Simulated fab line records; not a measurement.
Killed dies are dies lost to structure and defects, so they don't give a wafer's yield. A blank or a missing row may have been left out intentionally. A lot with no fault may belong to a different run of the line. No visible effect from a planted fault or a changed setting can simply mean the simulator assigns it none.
Matching of chambers    flow gf180mcu    GF_V5_CMP_04 on cmp-01 has 4 sister chambers
The step polishes SiO2. 16 wafers are shown with their chamber, then 8 later ones without.

## WAFERS PAIRED WITH THEIR CHAMBERS
wafer   chamber  motor-current-A (A)  slurry-filter-dp-kPa (kPa)  platen-rpm (rpm)
L457.3  3        11.3                 13.73                       59.99
L457.4  1        10.4                 13.56                       60.00
L457.5  0        11.2                 13.52                       60.05
L459.1  0        11.8                 13.59                       59.98
L459.3  1        11.1                 13.37                       59.99
L459.4  2        10.3                 13.60                       60.02
L460.1  2        10.4                 13.61                       59.99
L460.2  3        11.9                 13.77                       60.01
L460.4  1        10.5                 13.63                       59.99
L462.4  1        10.1                 13.58                       60.02
L462.5  0        11.1                 13.43                       60.02
L462.6  1        10.8                 13.67                       60.06
L463.2  0        11.0                 13.42                       60.07
L463.3  3        11.3                 13.61                       59.90
L463.6  0        11.3                 13.35                       59.94
L466.1  1        11.1                 13.82                       59.99

SIGNATURES (averages over the wafers above)
reading               chamber 0  chamber 1  chamber 2  chamber 3  scatter within a chamber
motor-current-A       11.280     10.667     10.350     11.500     0.347
slurry-filter-dp-kPa  13.4620    13.6050    13.6050    13.7033    0.115
platen-rpm            60.0120    60.0083    60.0050    59.9667    0.0431
Rule: for each reading, subtract the chamber's mean from the wafer's reading, divide by that reading's scatter and square the result; add these up over the readings and take the root, which gives the wafer's distance from the chamber. The wafer belongs to the nearest chamber; if the next one is less than 2 further off, it can't be placed. The scatter is the square root of a quotient: the sum, over the shown wafers, of each reading's squared deviation from its chamber's mean, divided by wafers minus chambers.

## WAFERS WITH NO CHAMBER GIVEN
wafer   motor-current-A (A)  slurry-filter-dp-kPa (kPa)  platen-rpm (rpm)
L466.2  10.4                 13.42                       60.02
L466.6  11.3                 13.58                       59.94
L468.1  10.2                 13.64                       59.95
L468.4  11.8                 13.34                       60.00
L468.6  11.0                 13.54                       60.03
L476.1  11.9                 13.60                       59.99
L476.2  11.3                 13.26                       60.02
L476.5  11.1                 13.33                       59.99

## CHAMBER TAKEN BY EACH
wafer   from the rows above                in truth
L466.2  can't be placed: 2 or 1 or 0       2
L466.6  can't be placed: 3 or 0 or 1 or 2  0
L468.1  can't be placed: 2 or 1            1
L468.4  can't be placed: 0 or 3            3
L468.6  can't be placed: 0 or 1 or 2 or 3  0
L476.1  can't be placed: 3 or 0            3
L476.2  can't be placed: 0 or 1            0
L476.5  can't be placed: 0 or 1 or 2       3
0 of 8 placed correctly. Can't be placed from these rows: 8 (the true chamber is among the candidates in 7). Placed wrongly: 0.
